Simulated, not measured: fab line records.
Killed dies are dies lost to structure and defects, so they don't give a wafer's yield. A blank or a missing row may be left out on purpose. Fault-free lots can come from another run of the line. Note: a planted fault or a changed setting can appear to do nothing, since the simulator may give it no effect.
Check for tools in common    flow sky130    33 wafers sampled across 11 lots

## REASON FOR OPENING
2 of 11 lots carry a flag on the reading VIA1_HDPCVD_THK at SKY_VIA1_THK_MEAS_01. No-fault wafers: 1029 nm, standard deviation 11.
Rule: a lot is flagged in two cases, either no wafer of it has a number, or all its wafers with numbers fall more than 4 standard deviations from that mean. The rest of the lots are taken to be sound.

lot   measured      on            VIA1_HDPCVD_THK (nm), wafer by wafer  flag
L366  day 32 20:28  filmMetro-02  1033 1020 1006                        
L368  day 33 09:16  filmMetro-04  1021 1016 1021                        
L372  day 35 04:47  filmMetro-02  1029 1010 1029                        
L373  day 35 15:28  filmMetro-02  1021 1032 1028                        
L375  day 36 08:42  filmMetro-04  1052 1033 1039                        
L376  day 36 10:17  filmMetro-02  1017 1027 1013                        
L380  day 37 15:30  filmMetro-03  1152 1171 1154                        FLAGGED
L381  day 37 17:19  filmMetro-02  1158 1174 1169                        FLAGGED
L384  day 38 13:51  filmMetro-02  1020 1016 1022                        
L385  day 38 18:02  filmMetro-03  1020 1015 1025                        
L389  day 40 08:22  filmMetro-02  1044 1034 1046                        
Average over the flagged lots: 1163 nm; offset from the usual +134 nm, equal to +12 standard deviations.

## EACH LOT AND THE TOOL IT RAN ON
3 process steps preceding the reading are held in the record, out of 708 steps in the route. Each cell gives the tool, then ch followed by the chambers the sampled wafers passed through, then the start.
lot   flag     SKY_CONTACT_SPUTTER_23       SKY_METAL1_STRIP_20                  SKY_VIA1_HDPCVD_00
L366           pvdSputter-03, day 31 15:31  plasmaAsher-04 ch 0,1, day 32 19:47  hdpcvd-01 ch 1,2, day 32 20:20
L368           pvdSputter-01, day 32 04:29  plasmaAsher-01 ch 0,1, day 33 08:33  hdpcvd-02 ch 1,2, day 33 09:08
L372           pvdSputter-02, day 34 00:28  plasmaAsher-02 ch 0,1, day 35 03:23  hdpcvd-02 ch 0,1,2, day 35 04:40
L373           pvdSputter-02, day 34 10:48  plasmaAsher-04 ch 1, day 35 14:23    hdpcvd-01 ch 0,1,2, day 35 15:20
L375           pvdSputter-02, day 35 04:05  plasmaAsher-02 ch 0,1, day 36 08:00  hdpcvd-02 ch 0,2, day 36 08:35
L376           pvdSputter-03, day 35 06:39  plasmaAsher-04 ch 0,1, day 36 09:35  hdpcvd-01 ch 0,1, day 36 10:10
L380  FLAGGED  pvdSputter-02, day 36 11:34  plasmaAsher-04 ch 0,1, day 37 14:48  hdpcvd-02 ch 0,1,2, day 37 15:23
L381  FLAGGED  pvdSputter-02, day 36 13:44  plasmaAsher-04 ch 1, day 37 16:36    hdpcvd-02 ch 0,1, day 37 17:11
L384           pvdSputter-03, day 37 09:55  plasmaAsher-02 ch 0,1, day 38 13:08  hdpcvd-01 ch 0,2, day 38 13:44
L385           pvdSputter-01, day 37 14:28  plasmaAsher-04 ch 0,1, day 38 17:20  hdpcvd-01 ch 0,1,2, day 38 17:56
L389           pvdSputter-01, day 39 06:25  plasmaAsher-01 ch 0,1, day 40 07:37  hdpcvd-01 ch 0,2, day 40 08:14
What these steps do:
- SKY_CONTACT_SPUTTER_23: material TiN, target thk 20 nm, time 80 s.
- SKY_METAL1_STRIP_20: strips in O2/N2.
- SKY_VIA1_HDPCVD_00: deposits SiO2, target thk 1030 nm, time 171.7 s.
- SKY_VIA1_THK_MEAS_01

## FLAGGED AGAINST TOTAL, ONE TOOL AT A TIME (gauges that did the reading follow at the end)
step                    tool            lots run  flagged  share of the flagged lots  sound lots run after its first flagged lot
SKY_CONTACT_SPUTTER_23  pvdSputter-01   3         0        none                       -
SKY_CONTACT_SPUTTER_23  pvdSputter-02   5         2        all                        0
SKY_CONTACT_SPUTTER_23  pvdSputter-03   3         0        none                       -
SKY_METAL1_STRIP_20     plasmaAsher-01  2         0        none                       -
SKY_METAL1_STRIP_20     plasmaAsher-02  3         0        none                       -
SKY_METAL1_STRIP_20     plasmaAsher-04  6         2        all                        1 (L385)
SKY_VIA1_HDPCVD_00      hdpcvd-01       6         0        none                       -
SKY_VIA1_HDPCVD_00      hdpcvd-02       5         2        all                        0
SKY_VIA1_THK_MEAS_01    filmMetro-02    7         1        some                       2 (L384,L389)
SKY_VIA1_THK_MEAS_01    filmMetro-03    2         1        some                       1 (L385)
SKY_VIA1_THK_MEAS_01    filmMetro-04    2         0        none                       -

## WHAT THE TABLE PERMITS
Rows of the table that ran every flagged lot, 3 in all: pvdSputter-02 at SKY_CONTACT_SPUTTER_23, plasmaAsher-04 at SKY_METAL1_STRIP_20, hdpcvd-02 at SKY_VIA1_HDPCVD_00.
- pvdSputter-02 at SKY_CONTACT_SPUTTER_23 ran 5 lots, 2 of them flagged. Last sound lot L375 at day 35 04:05, first flagged lot L380 at day 36 11:34; a fault beginning in between fits.
- plasmaAsher-04 at SKY_METAL1_STRIP_20 ran 6 lots, 2 of them flagged. Sound lots ran on it after the first flagged one (L385), which a lasting fault on the whole tool wouldn't allow.
- hdpcvd-02 at SKY_VIA1_HDPCVD_00 ran 5 lots, 2 of them flagged. Last sound lot L375 at day 36 08:35, first flagged lot L380 at day 37 15:23; a fault beginning in between fits. Its own readings lie more than 4 standard deviations out on every wafer of the flagged lots: runLengthS.
A lot count leaves these 2 tools indistinguishable: every one of them fits a fault beginning at some hour. More lots, or a look at what each step does to the wafer, might.

## WHAT THE SIMULATOR HAD INSERTED
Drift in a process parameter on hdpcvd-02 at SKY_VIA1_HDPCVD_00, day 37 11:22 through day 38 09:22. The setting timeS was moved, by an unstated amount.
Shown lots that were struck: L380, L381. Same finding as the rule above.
